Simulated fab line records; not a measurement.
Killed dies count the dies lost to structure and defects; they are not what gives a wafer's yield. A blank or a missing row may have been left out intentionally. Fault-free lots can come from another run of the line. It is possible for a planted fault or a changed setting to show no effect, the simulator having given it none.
Which tool was responsible? | flow sfq line | 41 wafers from 14 lots sampled at 2 of the route's 325 steps

== WHAT EACH GAUGE READ, for each wafer ==
No reading from a measuring or inspecting step in the record can be judged against a usual standard deviation.

== WHAT TOOL EACH LOT RAN ON (gives the tool, then ch and the chambers of the sampled wafers, and finally the start) ==
lot  | SFQ_TRILAYER_I7_VIA_LITHO_COAT_192 | SFQ_TRILAYER_I7_VIA_BARC_OPEN_VIA_ETCH_260
L835 | litho track-01 ch 0, day 75 06:46  | rie diel-04 ch 0,2, day 79 00:11
L836 | litho track-02 ch 0, day 75 08:27  | rie diel-03 ch 2,3, day 79 04:59
L837 | litho track-04 ch 0, day 75 10:51  | rie diel-01 ch 0,1,3, day 79 09:47
L839 | litho track-01 ch 0, day 75 20:22  | rie diel-01 ch 0,2,3, day 79 20:42
L840 | litho track-04 ch 0, day 76 12:07  | rie diel-03 ch 1,2,3, day 80 13:31
L841 | litho track-04 ch 0, day 76 23:32  | rie diel-01 ch 0,1,3, day 81 01:30
L842 | litho track-02 ch 0, day 78 13:31  | rie diel-04 ch 1,2,3, day 82 13:30
L845 | litho track-01 ch 0, day 86 18:16  | rie diel-01 ch 1,2,3, day 90 00:06
L846 | litho track-01 ch 0, day 86 19:49  | rie diel-04 ch 1,2,3, day 90 08:10
L847 | litho track-02 ch 0, day 86 21:16  | rie diel-01 ch 0,1,2, day 90 10:34
L848 | litho track-01 ch 0, day 87 01:49  | rie diel-04 ch 0,1,2, day 90 18:58
L853 | litho track-01 ch 0, day 87 19:55  | rie diel-04 ch 0,1,3, day 91 15:14
L854 | litho track-01 ch 0, day 87 22:16  | rie diel-01 ch 1,3, day 91 18:50
L856 | litho track-02 ch 0, day 88 06:37  | rie diel-04 ch 0,1,2, day 92 01:23
- SFQ_TRILAYER_I7_VIA_LITHO_COAT_192: resist thk 62 nm.
- SFQ_TRILAYER_I7_VIA_BARC_OPEN_VIA_ETCH_260: etches BARC in O2, target depth 125 nm, time 41.7 s.

== WHAT THE TOOLS THEMSELVES READ (means of the sampled wafers that have a number; where no wafer has one, the mark that the record gives instead) ==
SFQ_TRILAYER_I7_VIA_BARC_OPEN_VIA_ETCH_260. Usual: drypump motor current A 5.6 A, standard deviation 0.39; oes product au 0.687 a.u., standard deviation 0.0049.
lot  | tool        | drypump motor current A (A) | oes product au (a.u.) | flag
L835 | rie diel-04 | 5.0                         | 0.685                 |
L836 | rie diel-03 | 5.4                         | 0.691                 |
L837 | rie diel-01 | 5.5                         | 0.693                 |
L839 | rie diel-01 | 5.8                         | 0.682                 |
L840 | rie diel-03 | 5.5                         | 0.685                 |
L841 | rie diel-01 | 5.5                         | 0.687                 |
L842 | rie diel-04 | 5.4                         | 0.684                 |
L845 | rie diel-01 | 5.7                         | 0.680                 |
L846 | rie diel-04 | 5.4                         | 0.690                 |
L847 | rie diel-01 | 5.7                         | 0.685                 |
L848 | rie diel-04 | 5.3                         | 0.684                 |
L853 | rie diel-04 | 5.4                         | 0.672                 | OFF
L854 | rie diel-01 | 5.4                         | 0.670                 | OFF
L856 | rie diel-04 | 5.3                         | 0.693                 |

== THE ANSWER, worked out from the rows above alone ==
Rule: a lot is off if the mean of its wafers that have a number lies more than 3 standard deviations from the usual mean. Also off: a lot with no number at a reading for which 4 or more lots have one. Any other lot the step has rows for is counted as sound. The gauges are gone through in route order, then the tools' own readings, and for those a lot's mean is taken as printed above. The first step at which some lot is off is used, and at that step the reading that is off furthest; a lot without a number counts as furthest.
Off at SFQ_TRILAYER_I7_VIA_BARC_OPEN_VIA_ETCH_260 (oes product au): L853, L854.
A tool fits if, at that step or a process step before it, it ran every lot that is off, and no sound lot after the first of them. One fits: SFQ_TRILAYER_I7_VIA_LITHO_COAT_192 on litho track-01. A fault onset in the window from L848 (day 87 01:49, its last sound lot) to L853 (day 87 19:55, its first lot off) fits.

== WHAT WAS PUT IN BY THE SIMULATOR ==
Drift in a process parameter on litho track-01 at SFQ_TRILAYER_I7_VIA_LITHO_COAT_192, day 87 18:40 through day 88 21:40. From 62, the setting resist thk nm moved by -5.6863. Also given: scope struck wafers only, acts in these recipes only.
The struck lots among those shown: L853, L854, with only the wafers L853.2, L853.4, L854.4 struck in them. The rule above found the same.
